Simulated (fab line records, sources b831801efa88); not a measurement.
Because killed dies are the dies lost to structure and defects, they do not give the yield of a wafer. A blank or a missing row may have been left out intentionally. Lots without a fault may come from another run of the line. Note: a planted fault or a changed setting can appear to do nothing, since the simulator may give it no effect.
A single fault, viewed from 2 desks || flow sky130 || what lay behind the numbers comes last; until then each desk has only its own

== THE TOOL OWNER'S DESK: lpcvd-03 ==
The tool's own readings at SKY_SONOS_ONO_CVD_04 (deposits SiO2 from SiH4/N2O, target thk 5.7199 nm): means of the sampled wafers that have a number, for each lot that ran on this tool. Marked OUT: a lot whose mean sits more than 4 standard deviations from the usual mean, which makes it out of limits; the brackets give that distance. 7 of its 9 readings are shown: the first one out of limits and those lying furthest out on some lot.
Columns: A = spike-tc-bottom-C at SKY_SONOS_ONO_CVD_04, usual 922.8 C; B = spike-tc-centre-C at SKY_SONOS_ONO_CVD_04, usual 901.8 C; C = spike-tc-lower-C at SKY_SONOS_ONO_CVD_04, usual 901.0 C; D = spike-tc-top-C at SKY_SONOS_ONO_CVD_04, usual 908.1 C; E = spike-tc-upper-C at SKY_SONOS_ONO_CVD_04, usual 899.8 C; F = susceptor-temp-C at SKY_SONOS_ONO_CVD_04, usual 900.0 C; G = zone-power-upper-pct at SKY_SONOS_ONO_CVD_04, usual 15.18 %
{"lot": "L800", "first seen here": "day 12 02:28", "A": 924.7, "B": 902.8, "C": 902.6, "D": 909.8, "E": 898.2, "F": 899.9, "G": 15.16}
{"lot": "L801", "first seen here": "day 12 13:07", "A": 925.2, "B": 902.0, "C": 901.2, "D": 908.3, "E": 898.9, "F": 900.9, "G": 14.90}
{"lot": "L802", "first seen here": "day 12 22:30", "A": 924.7, "B": 902.5, "C": 902.3, "D": 909.2, "E": 898.2, "F": 899.5, "G": 15.06}
{"lot": "L806", "first seen here": "day 14 12:01", "A": 919.2, "B": 901.9, "C": 900.3, "D": 907.1, "E": 899.9, "F": 899.8, "G": 15.27}
{"lot": "L807", "first seen here": "day 14 12:01", "A": 919.2, "B": 902.0, "C": 899.0, "D": 906.5, "E": 901.4, "F": 900.1, "G": 15.41}
{"lot": "L808", "first seen here": "day 15 02:18", "A": "950.0 (+9.7) OUT", "B": "926.5 (+26) OUT", "C": "926.8 (+16) OUT", "D": "933.9 (+15) OUT", "E": "923.6 (+18) OUT", "F": "924.3 (+59) OUT", "G": "16.05 (+4.2) OUT"}
{"lot": "L809", "first seen here": "day 15 15:32", "A": "948.0 (+9.0) OUT", "B": "926.5 (+26) OUT", "C": "926.0 (+16) OUT", "D": "934.5 (+16) OUT", "E": "923.6 (+18) OUT", "F": "924.8 (+60) OUT", "G": 15.92}
{"lot": "L810", "first seen here": "day 15 15:32", "A": "945.2 (+8.0) OUT", "B": "927.7 (+27) OUT", "C": "923.4 (+14) OUT", "D": "930.6 (+13) OUT", "E": "924.9 (+19) OUT", "F": "924.4 (+59) OUT", "G": "16.41 (+5.8) OUT"}
{"lot": "L819", "first seen here": "day 18 14:25", "A": 919.9, "B": 901.6, "C": 899.4, "D": 906.7, "E": 901.6, "F": 899.7, "G": 15.24}
{"lot": "L820", "first seen here": "day 19 15:23", "A": 925.2, "B": 901.7, "C": 901.7, "D": 909.5, "E": 900.1, "F": 899.6, "G": 15.10}
{"lot": "L821", "first seen here": "day 19 15:23", "A": 924.7, "B": 901.5, "C": 902.3, "D": 910.2, "E": 899.9, "F": 899.7, "G": 15.09}
This desk's verdict: out of limits on L808, L809, L810, starting with L808 at day 15 02:18 (spike-tc-bottom-C at SKY_SONOS_ONO_CVD_04). In limits: L800, L801, L802, L806, L807, L819, L820, L821.

== FROM THE METROLOGY DESK ==
What the gauges read for every lot (on any tool): the sampled wafers with a number, averaged. Marked OUT: a lot whose mean sits more than 4 standard deviations from the usual mean, which makes it out of limits; the brackets give that distance.
Columns: A = SONOS_ONO_CVD_04_THK at SKY_SONOS_ONO_THK_MEAS_05, usual 5.70 nm; B = SD_P_OVL at SKY_SD_P_OVL_MEAS_08, usual -0.4 nm; C = RES_XHIGH_TW at SKY_RES_XHIGH_TW_MEAS_09, usual 1643
{"lot": "L800", "first seen here": "day 12 03:44", "A": 5.59, "B": -0.9, "C": 1626}
{"lot": "L801", "first seen here": "day 12 14:23", "A": 5.79, "B": 1.3, "C": 1653}
{"lot": "L802", "first seen here": "day 12 23:47", "A": 5.86, "B": -2.0, "C": 1636}
{"lot": "L807", "first seen here": "day 14 13:16", "A": 5.84, "B": -2.4, "C": 1655}
{"lot": "L806", "first seen here": "day 14 13:17", "A": 5.76, "B": 0.7, "C": 1654}
{"lot": "L808", "first seen here": "day 15 03:34", "A": "8.23 (+23) OUT", "B": -0.6, "C": 1648}
{"lot": "L809", "first seen here": "day 15 16:47", "A": "8.40 (+25) OUT", "B": -2.3, "C": 1658}
{"lot": "L810", "first seen here": "day 15 16:47", "A": "8.40 (+25) OUT", "B": -0.6, "C": 1640}
{"lot": "L819", "first seen here": "day 18 16:19", "A": 5.65, "B": 1.1, "C": 1645}
{"lot": "L820", "first seen here": "day 19 16:38", "A": 5.90, "B": 0.4, "C": 1658}
{"lot": "L821", "first seen here": "day 19 16:38", "A": 5.81, "B": -0.0, "C": 1653}
Per this desk, out of limits: L808, L809, L810; the first was L808, day 15 03:34 (SONOS_ONO_CVD_04_THK at SKY_SONOS_ONO_THK_MEAS_05). In limits: L800, L801, L802, L807, L806, L819, L820, L821.

== BROUGHT TOGETHER ==
At day 15 02:18, on L808, L809, L810, the tool owner's desk was in a position to raise an alarm.
The metrology desk could have raised an alarm at day 15 03:34, on L808, L809, L810.
On lpcvd-03, each named lot ran SKY_SONOS_ONO_CVD_04.

== WHAT THE SIMULATOR PUT IN ==
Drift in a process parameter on lpcvd-03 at SKY_SONOS_ONO_CVD_04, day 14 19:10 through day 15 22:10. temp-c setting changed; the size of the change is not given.
Shown lots that were struck: L808, L809, L810.
Time in hours from fault onset to the first out-of-limits reading at each desk: tool owner's desk 7, metrology desk 8.
